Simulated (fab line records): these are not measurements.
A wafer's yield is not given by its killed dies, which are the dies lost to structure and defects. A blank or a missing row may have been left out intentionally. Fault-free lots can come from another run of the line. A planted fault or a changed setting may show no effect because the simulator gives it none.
A single fault, viewed from 2 desks | flow sky130 | numbers are kept per desk, each desk with only its own; the story behind them comes last

THE METROLOGY DESK
Lot by lot, what the gauges showed, no matter which tool ran the lot: averages of those sampled wafers that carry a number. Any lot whose mean is over 4 standard deviations away from the usual mean is out of limits and marked OUT; that distance is given in the brackets.
Columns: A = FIELD_ISO_OXIDATION_00_THK at SKY_FIELD_ISO_THK_MEAS_02, usual 12.02 nm; B = NWELL_OXIDATION_THK at SKY_NWELL_THK_MEAS_02, usual 10.08 nm; C = PWDE_OVL at SKY_PWDE_OVL_MEAS_07, usual -0.8 nm
lot  | first seen here | A     | B     | C
L405 | day 1 12:42     | 11.91 | 10.05 | 0.3
L408 | day 2 02:40     | 12.32 | 10.16 | -1.0
L412 | day 2 23:23     | 11.92 | 10.49 | 0.4
L413 | day 3 05:01     | 11.72 | 10.20 | 1.5
L414 | day 3 10:41     | 12.40 | 10.03 | -1.0
L416 | day 3 18:39     | 12.14 | -     | -
L417 | day 3 23:55     | 12.08 | -     | -
L418 | day 4 04:38     | 11.73 | -     | -
L421 | day 4 20:23     | 11.91 | 10.10 | -0.2
L424 | day 5 11:56     | 12.14 | 10.20 | 0.4
L425 | day 5 15:38     | 12.18 | 9.82  | -3.3
L427 | day 6 01:38     | 12.17 | 10.02 | -2.0
L428 | day 6 07:16     | 12.28 | 9.74  | -1.0
Finding of this desk: none of the 13 lots has anything out of limits.

DESK OF THE TOOL OWNER: rie si-01
The tool's own readings at SKY_FIELD_ISO_ETCH_17 (etches Si in HBr/Cl2/O2, target depth 342 nm, time 97.7 s): means of the sampled wafers that have a number, for each lot that ran on this tool. Any lot whose mean is over 4 standard deviations away from the usual mean is out of limits and marked OUT; that distance is given in the brackets.
Columns: A = HBr_flow_sccm at SKY_FIELD_ISO_ETCH_17, usual 150.0 sccm; B = O2_flow_sccm at SKY_FIELD_ISO_ETCH_17, usual 6.000 sccm; C = drypump motor current A at SKY_FIELD_ISO_ETCH_17, usual 5.5 A; D = oes product au at SKY_FIELD_ISO_ETCH_17, usual 1.001 a.u.; E = rf fwd power W at SKY_FIELD_ISO_ETCH_17, usual 596.4 W; F = throttle valve pct at SKY_FIELD_ISO_ETCH_17, usual 25.656 %
lot  | first seen here | A     | B     | C   | D     | E     | F
L405 | day 2 07:44     | 149.6 | 6.013 | 5.7 | 1.001 | 597.6 | 25.649
L408 | day 2 20:20     | 150.3 | 5.994 | 5.5 | 0.988 | 595.3 | 25.659
L412 | day 3 19:23     | 150.0 | 6.003 | 5.5 | 1.003 | 596.0 | 25.658
L413 | day 4 01:11     | 150.1 | 5.992 | 5.6 | 1.006 | 595.3 | 25.655
L414 | day 4 05:05     | 150.2 | 6.015 | 5.6 | 1.011 | 597.1 | 25.655
L425 | day 6 14:14     | 150.0 | 6.014 | 5.6 | 1.001 | 599.1 | 25.655
L427 | day 6 22:14     | 149.9 | 5.997 | 5.6 | 1.000 | 595.6 | 25.652
Finding of this desk: none of the 7 lots has anything out of limits.

ALL TOGETHER
From the metrology desk's view, nothing was out of limits.
Nothing out of limits was seen by the tool owner's desk.

WHAT THE SIMULATOR HAD INSERTED
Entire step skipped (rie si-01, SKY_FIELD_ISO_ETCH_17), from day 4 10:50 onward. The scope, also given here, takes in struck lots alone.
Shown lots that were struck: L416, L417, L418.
